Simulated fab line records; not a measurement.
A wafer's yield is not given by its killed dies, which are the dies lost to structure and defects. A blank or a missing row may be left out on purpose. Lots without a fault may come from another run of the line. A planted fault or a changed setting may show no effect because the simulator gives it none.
The tool behind it: which one?    flow gf180mcu    Sampling: 10 lots, 30 wafers, 5 of 602 route steps

WHAT THE GAUGES READ, wafer by wafer
GF_MIM_RS_MEAS_10: measurement is done with a four-point probe.
lot   measured      on             MIM_ALCU_RS (ohm/sq)
L308  day 24 21:20  film_metro-01  0.1612 0.1630 0.1613
L310  day 25 07:00  film_metro-02  0.1587 0.1620 0.1604
L311  day 25 23:07  film_metro-01  0.1619 0.1615 0.1650
L314  day 27 04:55  film_metro-04  0.1611 0.1613 0.1610
L322  day 29 07:25  film_metro-01  0.1690 0.1665 0.1680
L323  day 29 14:44  film_metro-01  0.1582 0.1609 0.1599
L324  day 29 20:52  film_metro-01  0.1610 0.1626 0.1617
L327  day 30 19:40  film_metro-04  0.1619 0.1613 0.1611
L329  day 31 01:13  film_metro-01  0.1581 0.1599 0.1574
L331  day 31 14:59  film_metro-01  0.1624 0.1618 0.1603

WHICH TOOL RAN EACH LOT (tool, then ch and the chambers of the sampled wafers, then the start)
lot   GF_V4_CVD_23                   GF_MIM_SPUTTER_03             GF_MIM_SPUTTER_08             GF_MIM_SPUTTER_09
L308  cvd_w-02 ch 0,1, day 24 20:20  pvd_sputter-01, day 24 21:05  pvd_sputter-03, day 24 21:17  pvd_sputter-03, day 24 21:19
L310  cvd_w-02 ch 0,1, day 25 05:55  pvd_sputter-03, day 25 06:38  pvd_sputter-04, day 25 06:53  pvd_sputter-04, day 25 06:55
L311  cvd_w-01 ch 0,1, day 25 21:59  pvd_sputter-04, day 25 22:50  pvd_sputter-03, day 25 23:02  pvd_sputter-03, day 25 23:04
L314  cvd_w-01 ch 0,1, day 27 03:55  pvd_sputter-01, day 27 04:38  pvd_sputter-03, day 27 04:50  pvd_sputter-03, day 27 04:51
L322  cvd_w-01 ch 0,1, day 29 06:23  pvd_sputter-04, day 29 07:06  pvd_sputter-03, day 29 07:18  pvd_sputter-03, day 29 07:19
L323  cvd_w-02 ch 0,1, day 29 13:44  pvd_sputter-01, day 29 14:27  pvd_sputter-04, day 29 14:38  pvd_sputter-04, day 29 14:40
L324  cvd_w-01 ch 0,1, day 29 19:51  pvd_sputter-03, day 29 20:37  pvd_sputter-04, day 29 20:48  pvd_sputter-04, day 29 20:50
L327  cvd_w-02 ch 0,1, day 30 18:38  pvd_sputter-03, day 30 19:21  pvd_sputter-01, day 30 19:34  pvd_sputter-01, day 30 19:35
L329  cvd_w-01 ch 0,1, day 31 00:10  pvd_sputter-03, day 31 00:53  pvd_sputter-04, day 31 01:06  pvd_sputter-04, day 31 01:08
L331  cvd_w-02 ch 0,1, day 31 13:58  pvd_sputter-04, day 31 14:43  pvd_sputter-01, day 31 14:55  pvd_sputter-01, day 31 14:56
- GF_V4_CVD_23: deposits W, target thk 350 nm, time 104.9 s.
- GF_MIM_SPUTTER_03: material Ti, target thk 10 nm, time 6.7 s.
- GF_MIM_SPUTTER_08: material AlCu, target thk 200 nm, time 10.6 s.
- GF_MIM_SPUTTER_09: material TiN, target thk 35 nm, time 29.2 s.

THE ANSWER, worked out from the rows above alone
Rule: what is usual is taken from the lots themselves. Put in order of their means at a reading, lots are off if they are a third of the lots or fewer, leave a main group of 4 or more, and stand apart from it by a gap of 3 or more times the standard deviation of the main group's means; of several such gaps the widest counts. A main group is skipped when, at the precision printed for the reading in the tables above, its means are all equal. Also off: a lot with no number at a reading for which 4 or more lots have one. Where the step has rows for the other lots, those lots are counted as sound.
Off: L322, at GF_MIM_RS_MEAS_10 (MIM_ALCU_RS). Mean 0.1610 ohm/sq and standard deviation 0.0012 in the main group.
If a tool, at a process step before that reading, ran all the lots that are off and no sound lot after the first of them, it fits. The gauges at GF_MIM_RS_MEAS_10 are tried like those tools. One fits: pvd_sputter-03 at GF_MIM_SPUTTER_08 and GF_MIM_SPUTTER_09. At GF_MIM_SPUTTER_08 its last sound lot is L314 (day 27 04:50), its first lot that is off L322 (day 29 07:18): a fault that began between those two fits.

WHAT THE SIMULATOR HAD PUT IN
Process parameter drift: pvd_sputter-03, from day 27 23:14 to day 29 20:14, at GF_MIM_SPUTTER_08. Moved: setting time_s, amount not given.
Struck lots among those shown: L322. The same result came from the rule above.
